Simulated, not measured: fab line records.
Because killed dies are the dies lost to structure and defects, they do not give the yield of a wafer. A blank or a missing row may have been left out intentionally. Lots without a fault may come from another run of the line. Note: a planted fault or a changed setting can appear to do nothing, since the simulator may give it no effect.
Chamber matching	flow sky130	wet_bench-03 running SKY_FIELD_ISO_WET_ETCH_29: 4 sister chambers
The step etches Si3N4 in H3PO4, target depth 160 nm, time 1825 s. 16 wafers are shown with their chamber, then 8 later ones without.

## WAFERS PAIRED WITH THEIR CHAMBERS
wafer	chamber	bath_guard_temp_C (C)	bath_heat_duty_pct (%)	temp_c (C)
L961.4	0	160.1	27.7	160.07
L961.5	0	159.8	26.7	159.85
L961.6	0	160.1	29.2	159.73
L962.1	3	159.7	27.2	160.02
L962.4	3	159.7	27.5	160.07
L962.5	3	159.6	27.4	160.07
L967.1	1	159.4	25.7	159.97
L967.3	1	159.2	25.1	160.10
L967.5	1	159.4	25.3	160.08
L977.1	1	159.0	27.2	159.88
L977.2	1	159.5	25.3	160.18
L977.5	1	159.2	26.8	159.87
L978.1	2	161.0	29.5	160.12
L978.4	2	160.7	27.4	160.00
L978.6	2	160.7	27.7	160.09
L980.2	0	159.8	29.7	159.80

SIGNATURES, as means of the wafers listed above
reading	chamber 0	chamber 1	chamber 2	chamber 3	scatter within a chamber
bath_guard_temp_C	159.950	159.283	160.800	159.667	0.165
bath_heat_duty_pct	28.325	25.900	28.200	27.367	1.01
temp_c	159.8625	160.0133	160.0700	160.0533	0.113
Rule: a wafer lies at a distance from a chamber equal to the root of the sum of squares, over the readings, of (its reading less the chamber's mean, divided by the reading's scatter). If the next closest chamber is less than 2 further off than the closest, the wafer can't be placed; otherwise it belongs to the closest. The scatter is the square root of a quotient: the sum, over the shown wafers, of each reading's squared deviation from its chamber's mean, divided by wafers minus chambers.

## WAFERS WITHOUT THEIR CHAMBER
wafer	bath_guard_temp_C (C)	bath_heat_duty_pct (%)	temp_c (C)
L980.4	160.3	26.9	159.68
L980.5	159.8	29.2	159.78
L983.1	160.0	27.5	160.11
L983.4	159.7	29.0	160.09
L983.6	160.0	28.6	160.22
L984.1	160.8	27.8	160.04
L984.4	160.6	26.1	160.05
L984.6	161.3	29.4	159.94

## WHICH CHAMBER EACH WENT THROUGH
wafer	from the rows above	in truth
L980.4	can't be placed: 0 or 2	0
L980.5	can't be placed: 0 or 3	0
L983.1	can't be placed: 3 or 0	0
L983.4	can't be placed: 3 or 0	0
L983.6	can't be placed: 3 or 0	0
L984.1	2	2
L984.4	2	2
L984.6	2	2
Correct placement for 3 of the 8. Unplaceable from these rows: 5, with the true chamber sitting among the candidates in 5. Number placed wrongly: 0.
